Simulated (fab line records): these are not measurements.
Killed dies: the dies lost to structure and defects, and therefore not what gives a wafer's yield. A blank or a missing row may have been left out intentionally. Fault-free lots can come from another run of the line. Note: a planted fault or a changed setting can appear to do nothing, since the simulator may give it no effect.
Chamber matching	flow gf180mcu	GF_CONTACT_CMP_04 on cmp-02 has 4 sister chambers
The step polishes SiO2. 8 wafers are shown with their chamber, then 10 later ones without.

EACH WAFER AND ITS CHAMBER
wafer	chamber	motor_current_A (A)	time_to_endpoint_s (s)
L618.3	3	13.5	104
L618.4	0	12.0	119
L618.5	1	13.4	115
L619.2	0	12.2	119
L619.5	2	11.2	110
L619.6	1	13.5	119
L621.1	2	11.1	104
L621.2	3	13.8	104

WAFERS WHOSE CHAMBER IS MISSING
wafer	motor_current_A (A)	time_to_endpoint_s (s)
L621.6	11.9	115
L622.2	13.5	110
L622.3	11.5	104
L622.5	13.8	120
L623.2	13.8	116
L623.4	12.9	119
L623.6	12.4	121
L633.1	12.4	110
L633.2	11.2	104
L633.6	10.5	105

EACH ONE'S CHAMBER
wafer	from the rows above	in truth
L621.6	0	0
L622.2	can't be placed: 3 or 1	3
L622.3	2	2
L622.5	1	1
L623.2	1	1
L623.4	can't be placed: 1 or 0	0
L623.6	0	0
L633.1	0	0
L633.2	2	2
L633.6	2	2
Correct placement for 8 of the 10. Unplaceable from these rows: 2, with the true chamber sitting among the candidates in 2. Wrongly placed: 0.
How it was worked out, from the rows above alone: a wafer's distance from a chamber is the root of the sum, over the readings, of the square of ((its reading less the chamber's mean) divided by the reading's scatter). If the next closest chamber is less than 2 further off than the closest, the wafer can't be placed; otherwise it belongs to the closest. For every chamber, the mean is computed from those of its wafers that are shown. The scatter is the square root of a quotient: the sum, over the shown wafers, of each reading's squared deviation from its chamber's mean, divided by wafers minus chambers.
